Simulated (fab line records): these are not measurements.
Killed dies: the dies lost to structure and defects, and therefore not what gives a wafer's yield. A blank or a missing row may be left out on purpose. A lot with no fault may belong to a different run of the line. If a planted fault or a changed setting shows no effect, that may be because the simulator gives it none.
Which of the tools did it? | flow gf180mcu | 7 lots, 21 wafers sampled, at 1 step of a route of 602

== WHAT THE GAUGES READ, wafer by wafer ==
GF_VT_IMPLANT_OVL_MEAS_29.
lot  | measured     | on         | VT_IMPLANT_02_OVL (nm)
L487 | day 7 12:28  | overlay-01 | 0.1 -2.2 -2.8
L490 | day 8 05:51  | overlay-02 | -1.1 1.8 -1.1
L492 | day 8 18:01  | overlay-01 | -0.5 0.3 0.1
L495 | day 9 15:22  | overlay-01 | -3.2 -1.8 -1.2
L497 | day 10 03:54 | overlay-01 | 0.1 0.6 -0.3
L504 | day 12 03:39 | overlay-01 | 0.6 -1.1 -1.2
L507 | day 12 22:03 | overlay-02 | -2.6 -2.7 -3.3

== TOOL THAT RAN EACH LOT (tool first, then ch and the chambers of the sampled wafers, then the start) ==
No process step before these readings appears in the record.

== THE ANSWER, worked out from the rows above alone ==
Rule: the lots themselves supply what counts as usual. The widest of any qualifying gaps counts: lots, ordered by their means at a reading, are off when they make up no more than a third of the lots, leave a main group of 4 or more, and stand apart from it by 3 or more times the standard deviation of that group's means. A main group is skipped when, at the precision printed for the reading in the tables above, its means are all equal. A lot without any number at a reading at which 4 lots or more have one is off too. The other lots that the step has rows for count as sound.
None of the lots is off at any reading shown; this tells nothing.

== WHAT THE SIMULATOR HAD PUT IN ==
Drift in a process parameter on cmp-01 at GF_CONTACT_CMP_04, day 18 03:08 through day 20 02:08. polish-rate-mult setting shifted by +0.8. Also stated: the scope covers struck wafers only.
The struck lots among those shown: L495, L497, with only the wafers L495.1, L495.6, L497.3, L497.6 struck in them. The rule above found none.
